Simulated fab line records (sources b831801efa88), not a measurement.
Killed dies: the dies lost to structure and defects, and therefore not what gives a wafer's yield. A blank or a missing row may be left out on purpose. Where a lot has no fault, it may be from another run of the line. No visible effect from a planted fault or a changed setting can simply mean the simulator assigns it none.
Chamber matching -- flow sky130 -- 3 sister chambers for SKY_VIA2_HDPCVD_00 on hdpcvd-02
The step deposits SiO2, target thk 1180 nm, time 196.7 s. 6 wafers are shown with their chamber, then 7 later ones without.

## EACH WAFER AND ITS CHAMBER
wafer,chamber,run-length-s (s),pressure-mtorr (mTorr)
L446.2,0,224.0,5.992
L448.2,1,224.6,6.000
L448.3,2,224.9,5.974
L448.5,0,224.5,6.003
L452.3,2,224.6,5.997
L452.5,1,224.1,5.999

## WAFERS WITHOUT THEIR CHAMBER
wafer,run-length-s (s),pressure-mtorr (mTorr)
L452.6,224.8,6.001
L456.1,224.7,6.022
L456.2,223.7,6.014
L456.3,225.0,6.003
L458.2,224.2,5.992
L458.3,224.0,5.999
L458.5,224.6,5.997

## EACH ONE'S CHAMBER
wafer,from the rows above,in truth
L452.6,can't be placed: 1 or 2 or 0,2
L456.1,can't be placed: 1 or 0 or 2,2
L456.2,can't be placed: 0 or 1 or 2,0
L456.3,can't be placed: 2 or 1 or 0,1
L458.2,can't be placed: 0 or 1 or 2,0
L458.3,can't be placed: 0 or 1 or 2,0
L458.5,can't be placed: 1 or 0 or 2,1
Correctly placed: 0 of 7. Unplaceable from these rows: 7, with the true chamber sitting among the candidates in 7. 0 placed wrongly.
How it was worked out, from the rows above alone: a wafer's distance from a chamber is the root of the sum, over the readings, of the square of ((its reading less the chamber's mean) divided by the reading's scatter). The wafer belongs to the nearest chamber; if the next one is less than 2 further off, it can't be placed. For every chamber, the mean is computed from those of its wafers that are shown. How the scatter is found: for the shown wafers, subtract from each reading the mean of its chamber, square and add these, divide the total by (wafers less chambers), then take the root.
